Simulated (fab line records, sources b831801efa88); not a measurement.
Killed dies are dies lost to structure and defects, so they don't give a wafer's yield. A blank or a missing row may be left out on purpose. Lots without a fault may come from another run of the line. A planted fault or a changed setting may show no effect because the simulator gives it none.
A struck lot beside a sound one | flow sfq_line | 15 steps out of a route of 325
Sound: wafers L872.2, L872.5, L872.6. Struck: wafers L878.3, L878.6. (L878.4 of the same lot was not struck and is left out.) The cause comes at the end.
At each step with rows: each side's tool, then ch and its chambers, then its first start. Under that, the readings that differ: sound wafers | struck wafers | difference of the means | sigmas: that difference in standard deviations of wafers without a fault.
alike: readings whose means differ by less than 2 such deviations, and words and numbers that are the same on both sides. not compared: withheld readings, readings that some wafer has no value for, bounds like >300 that may hide the same value, and numbers for which the record gives no deviation and whose values overlap.
The two part at a step that has a row with sigmas, a row that says differs or no value, or rows on one side only. Numbers that don't overlap but have no deviation are shown without sigmas and don't part them. A reading that every wafer of one side lacks parts them only if that side has two wafers or more.

first, 1 step without rows for these wafers: SFQ_TRILAYER_M3_STRIP_SOLV_CLEAN_080 (cleans in NMP, time 600 s).
SFQ_TRILAYER_I3_DEP_PECVD_081: deposits SiO2 from SiH4/N2O, time 108.9 s, target thk 500 nm.
  sound on pecvd-03 ch 1,2, day 38 23:31; struck on pecvd-04 ch 1,2, day 42 02:16
  alike: heater_power_w, susceptor_temp_C, throttle_valve_pct
SFQ_TRILAYER_I3_CMP_CMP_082: polishes SiO2.
  sound on cmp-02 ch 0,2,3, day 39 16:39; struck on cmp-02 ch 1,2, day 42 03:09
  alike: motor_current_A, time_to_endpoint_s
SFQ_I3_BOW_MEAS_922:
  sound on film_metro-01, day 39 18:10; struck on film_metro-03, day 42 06:11
  alike: I3_BOW
SFQ_TRILAYER_I3_METRO_MEASURE_083:
  sound on film_metro-01, day 39 18:28; struck on film_metro-03, day 42 06:40
  alike: thk_nm
then, 6 steps without rows for these wafers: SFQ_TRILAYER_I3_VIA_LITHO_COAT_090 (resist thk 62 nm); SFQ_TRILAYER_I3_VIA_LITHO_COAT_085 (resist thk 650 nm); SFQ_TRILAYER_I3_VIA_LITHO_SOFTBAKE_089; SFQ_TRILAYER_I3_VIA_LITHO_EXPOSE_086 (exposes mask I3, target cd 500 nm); SFQ_TRILAYER_I3_VIA_LITHO_PEB_088 (peb time 60 s); SFQ_TRILAYER_I3_VIA_LITHO_DEVELOP_087 (time 60 s).
-- the record jumps here: 6 days lie between the struck wafers' starts before and after --
SFQ_I3_OVL_MEAS_923:
  sound on overlay-02, day 45 01:49; struck on overlay-01, day 48 00:37
  reading     | sound | struck | difference | sigmas
  I3_OVL (nm) | 5 2 3 | -7 -3  | -8         | -2
SFQ_TRILAYER_I3_VIA_BARC_OPEN_VIA_ETCH_121: etches BARC in O2, target depth 125 nm, time 41.7 s.
  sound on rie_diel-02 ch 0,2,3, day 45 01:51; struck on rie_diel-02 ch 2, day 48 00:39
  reading                                                 | sound             | struck      | difference | sigmas
  bias_w (W)                                              | 79.80 79.55 80.15 | 96.34 96.81 | +16.74     | +73
  model.KrF_of_TRILAYER_I3_VIA_LITHO_COAT_085.thk_nm (nm) | 569.5 571.4 571.8 | 566.7 566.4 | -4.4       |
  alike: drypump_motor_current_A, oes_product_au
  not compared: rf_hours_counter_h
SFQ_TRILAYER_I3_VIA_ETCH_VIA_ETCH_088: etches SiO2 in CHF3, stops on Nb, target depth 260 nm.
  sound on rie_diel-02 ch 0,2,3, day 45 01:53; struck on rie_diel-02 ch 2, day 48 00:41
  reading                                                 | sound           | struck      | difference | sigmas
  model.KrF_of_TRILAYER_I3_VIA_LITHO_COAT_085.thk_nm (nm) | 524.3 526 526.5 | 521.3 521.1 | -4.4       |
  alike: bias_w, drypump_motor_current_A, oes_product_au
SFQ_TRILAYER_I3_VIA_STRIP_STRIP_089: strips in O2.
  sound on rie_metal-03 ch 0,1, day 45 02:00; struck on rie_metal-04 ch 0, day 48 01:00
  alike: drypump_motor_current_A, oes_product_au
  not compared: rf_hours_counter_h

WHERE THEY PART
First at SFQ_I3_OVL_MEAS_923; last, within this record, at SFQ_TRILAYER_I3_VIA_BARC_OPEN_VIA_ETCH_121. Later steps at which nothing parts them and some readings are alike: SFQ_TRILAYER_I3_VIA_ETCH_VIA_ETCH_088, SFQ_TRILAYER_I3_VIA_STRIP_STRIP_089.

WHY: what the simulator had put in
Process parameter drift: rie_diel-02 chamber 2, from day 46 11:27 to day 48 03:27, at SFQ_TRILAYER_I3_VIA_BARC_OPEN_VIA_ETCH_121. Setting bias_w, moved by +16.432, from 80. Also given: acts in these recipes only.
